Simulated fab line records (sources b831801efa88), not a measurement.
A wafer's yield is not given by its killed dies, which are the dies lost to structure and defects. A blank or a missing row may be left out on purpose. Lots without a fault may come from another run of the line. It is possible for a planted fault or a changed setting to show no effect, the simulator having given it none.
2 desks looking at one fault / flow sky130 / each desk has only its own numbers; what lay behind them comes last

## METROLOGY DESK
What the gauges read, lot by lot, whatever tool the lot ran on: means of the sampled wafers that have a number. Any lot whose mean is over 4 standard deviations away from the usual mean is out of limits and marked OUT; that distance is given in the brackets.
Columns: A = NWELL_OXIDATION_THK at SKY_NWELL_THK_MEAS_02, usual 10.00 nm; B = cd_nm at SKY_LDD_P_CD_MEAS_07, usual 380.1 nm
lot=L989; first seen here=day 2 12:50; A=10.06; B=379.6
lot=L990; first seen here=day 2 17:03; A=10.23; B=379.9
lot=L991; first seen here=day 2 23:05; A=10.09; B=384.8
lot=L993; first seen here=day 3 13:07; A=10.20; B=380.0
lot=L994; first seen here=day 3 17:43; A=10.15; B=381.3
lot=L997; first seen here=day 4 06:54; A=9.71; B=377.0
lot=L998; first seen here=day 4 11:22; A=10.10; B=380.8
lot=L101; first seen here=day 5 09:26; A=9.76; B=379.2
lot=L103; first seen here=day 5 13:50; A=9.90; B=384.2
lot=L104; first seen here=day 5 17:38; A=9.92; B=385.8
lot=L107; first seen here=day 6 14:46; A=9.93; B=377.3
lot=L108; first seen here=day 6 18:50; A=10.18; B=380.0
Result from this desk: across the 12 lots, nothing is out of limits.

## TOOL OWNER'S DESK, litho_track-02
The tool's own readings at SKY_LDD_P_DEVELOP_06 (develop time 60 s): means of the sampled wafers that have a number, for each lot that ran on this tool. Any lot whose mean is over 4 standard deviations away from the usual mean is out of limits and marked OUT; that distance is given in the brackets.
Columns: A = resist_line_temp_C at SKY_LDD_P_DEVELOP_06, usual 23.00 C
lot=L989; first seen here=day 18 22:37; A=23.07
lot=L993; first seen here=day 20 22:07; A=23.09
lot=L994; first seen here=day 21 05:46; A=23.00
lot=L998; first seen here=day 22 07:41; A=22.90
lot=L101; first seen here=day 23 16:38; A=22.88
lot=L103; first seen here=day 24 03:25; A=23.05
lot=L104; first seen here=day 24 09:22; A=23.09
Result from this desk: across the 7 lots, nothing is out of limits.

## ALL TOGETHER
Metrology desk: nothing out of limits seen.
The tool owner's desk saw nothing out of limits.

## WHAT THE SIMULATOR HAD INSERTED
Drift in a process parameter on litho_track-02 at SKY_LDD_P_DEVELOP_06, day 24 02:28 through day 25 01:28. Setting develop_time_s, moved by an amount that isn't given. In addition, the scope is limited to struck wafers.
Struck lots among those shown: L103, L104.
